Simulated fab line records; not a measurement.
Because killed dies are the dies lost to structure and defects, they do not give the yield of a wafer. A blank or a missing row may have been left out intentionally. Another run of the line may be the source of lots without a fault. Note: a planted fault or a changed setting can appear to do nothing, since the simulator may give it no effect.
One fault seen from 2 desks -- flow sky130 -- every desk sees just its own numbers, and what lay behind them comes last

## THE METROLOGY DESK
Lot by lot, what the gauges showed, no matter which tool ran the lot: averages of those sampled wafers that carry a number. Any lot whose mean is over 4 standard deviations away from the usual mean is out of limits and marked OUT; that distance is given in the brackets.
Columns: A = cd-nm at SKY_VIA2_CD_MEAS_12, usual 200.0 nm
lot,first seen here,A
L562,day 36 18:28,200.2
L563,day 36 23:58,200.4
L565,day 37 21:50,199.2
L566,day 38 03:07,200.0
L567,day 38 03:26,199.7
L569,day 38 21:28,199.5
L570,day 39 05:31,199.9
L573,day 39 22:10,199.8
L576,day 41 12:59,201.3
L574,day 41 15:10,200.8
L575,day 41 15:31,200.5
L579,day 41 19:22,199.7
L584,day 43 07:49,197.8
This desk found nothing out of limits on any of the 13 lots.

## FOR THE TOOL OWNER'S DESK: rie-diel-03
The tool's own readings at SKY_VIA2_ETCH_15 (etches SiO2 in C4F8/O2/Ar, stops on TiN, target depth 546 nm, time 84 s): means of the sampled wafers that have a number, for each lot that ran on this tool. Any lot whose mean is over 4 standard deviations away from the usual mean is out of limits and marked OUT; that distance is given in the brackets.
Columns: A = oes-product-au at SKY_VIA2_ETCH_15, usual 0.939 a.u.; B = rf-fwd-power-W at SKY_VIA2_ETCH_15, usual 1489 W
lot,first seen here,A,B
L565,day 37 22:01,0.944,1486
L567,day 38 03:37,0.941,1485
L569,day 38 21:37,0.935,1487
L573,day 39 22:22,0.938,1485
L576,day 41 13:10,0.938,1487
L574,day 41 15:22,0.933,1644 (+28) OUT
L579,day 41 19:31,0.937,1569 (+15) OUT
This desk finds L574, L579 out of limits, L574 being first, at day 41 15:22 (rf-fwd-power-W at SKY_VIA2_ETCH_15). In limits: L565, L567, L569, L573, L576.

## PUT TOGETHER
On L574, L579, at day 41 15:22, an alarm was possible from the tool owner's desk.
The metrology desk saw nothing out of limits.
The metrology desk holds a record of L574, L579, inside its limits.
Every lot named ran SKY_VIA2_ETCH_15 on rie-diel-03.

## WHAT THE SIMULATOR HAD INSERTED
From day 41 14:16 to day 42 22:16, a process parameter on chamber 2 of rie-diel-03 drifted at SKY_VIA2_ETCH_15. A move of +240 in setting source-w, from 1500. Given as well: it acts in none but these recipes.
Lots struck among those shown: L574, L579.
Hours from the fault's start to each desk's first reading out of limits: the tool owner's desk, 1.
